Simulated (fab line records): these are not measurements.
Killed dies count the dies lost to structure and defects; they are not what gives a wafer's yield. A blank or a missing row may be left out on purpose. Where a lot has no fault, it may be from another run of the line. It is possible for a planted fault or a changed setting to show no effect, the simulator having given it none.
Struck lot and sound lot, side by side || flow sky130 || 15 out of 708 route steps
Sound: wafers L997.2, L997.3, L997.6. Wafers struck: L988.2, L988.3, L988.6. The cause is named last.
Order at every step that has rows: each side's tool, ch and its chambers, its first start. Under that, the readings that differ: sound wafers || struck wafers || difference of the means || sigmas: that difference in standard deviations of wafers without a fault.
alike: same words and numbers on both sides, and readings whose means sit less than 2 such deviations apart. not compared: any withheld reading, any reading some wafer has no value for, any bound like >300 that may hide the same value, and any number with overlapping values for which the record gives no deviation.
The two part at a step that has a row with sigmas, a row that says differs or no value, or rows on one side only. Numbers that don't overlap but have no deviation are shown without sigmas and don't part them. A reading missing from all wafers of one side parts the sides only when that side holds two or more wafers.

first, 4 steps without rows for these wafers: SKY_VIA1_SOFTBAKE_08 (time 90 s); SKY_VIA1_EXPOSE_09 (exposes mask VIM, target cd 150 nm); SKY_VIA1_PEB_10; SKY_VIA1_DEVELOP_11 (develop time 60 s).
SKY_VIA1_CD_MEAS_12: the cd target is 150 nm.
  sound: cd sem-01 at day 39 15:02; struck: cd sem-01 at day 37 03:01
  alike: cd nm
SKY_VIA1_OVL_MEAS_13:
  sound: overlay-02 at day 39 15:08; struck: overlay-01 at day 37 03:07
  alike: VIA1_OVL
SKY_VIA1_ETCH_14: etches BARC in N2/H2, stops on SiO2, time 45.9 s, target depth 60 nm.
  sound on rie diel-03 ch 0,1,2, day 39 15:10; struck on rie diel-02 ch 1,3, day 37 03:09
  alike: drypump motor current A, h2 flow sccm, oes product au, throttle valve pct
  not compared: rf hours counter h
SKY_VIA1_ETCH_15: etches SiO2 in C4F8/O2/Ar, stops on TiN, target depth 351 nm, time 54 s.
  sound on rie diel-03 ch 0,1,2, day 39 15:13; struck on rie diel-02 ch 1,3, day 37 03:11
  alike: oes product au
  not compared: rf hours counter h
SKY_VIA1_STRIP_16: strips in O2/N2.
  sound on plasma asher-03 ch 0,1, day 39 15:15; struck on plasma asher-04 ch 0,1, day 37 03:14
  alike: drypump motor current A, oes product au, strip time to endpoint s
  not compared: rf hours counter h
then, 3 steps without rows for these wafers: SKY_VIA1_STRIP_17 (strips in post etch residue remover, time 1200 s); SKY_VIA1_CLEAN_18 (cleans in IPA, time 180 s); SKY_VIA1_CLEAN_19 (cleans in O3/DIW).
SKY_VIA1_SPUTTER_20: material TiN, target thk 20 nm, time 80 s.
  sound: pvd sputter-01 at day 39 15:51; struck: pvd sputter-03 at day 37 03:52
{"reading": "chamber pressure pa (Pa)", "sound": "5.011 5.003 5.006", "struck": "3.951 3.927 3.949", "difference": -1.064, "sigmas": "-99 or more"}
{"reading": "throttle valve pct (%)", "sound": "30.7 31.9 28.9", "struck": "33.7 34.8 33.1", "difference": "+3.4", "sigmas": "+3"}
{"reading": "model.TiN_of_VIA1_SPUTTER_20.thk nm (nm)", "sound": "20.03 20.05 20.05", "struck": "24.48 24.79 24.62", "difference": "+4.59", "sigmas": ""}
SKY_VIA1_CVD_21: deposits W, target thk 270 nm, time 80.902 s.
  sound on cvd w-02 ch 0,1, day 39 15:55; struck on cvd w-02 ch 1, day 37 03:56
  alike: heater power w
-- the record jumps here: 11 days lie between the struck wafers' starts before and after (it left off in module VIA1 and takes up again in module PAD_OPEN, whose first step shown is number 708 of the route) --
SKY_PAD_OPEN_PROBE_99:
  sound: prober-02 at day 50 01:25; struck: prober-01 at day 48 06:15
  alike: defect limited yield, killed_at_M0_to_M3, killed_at_M4_up, killed at contacts, killed at front end, killed at other, killed dies, killed open, killed short, sort_bin_3_pad_short, sort_bin_5_function, sort_bin_6_memory, sort n pass, sort yield pct

WHERE THEY PART
SKY_VIA1_SPUTTER_20 only, going by this record. Later steps at which nothing parts them and some readings are alike: SKY_VIA1_CVD_21, SKY_PAD_OPEN_PROBE_99.

WHY: the cause the simulator had injected
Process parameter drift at SKY_VIA1_SPUTTER_20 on pvd sputter-03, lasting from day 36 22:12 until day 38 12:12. Setting chamber pressure pa, moved by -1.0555, from 5. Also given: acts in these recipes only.
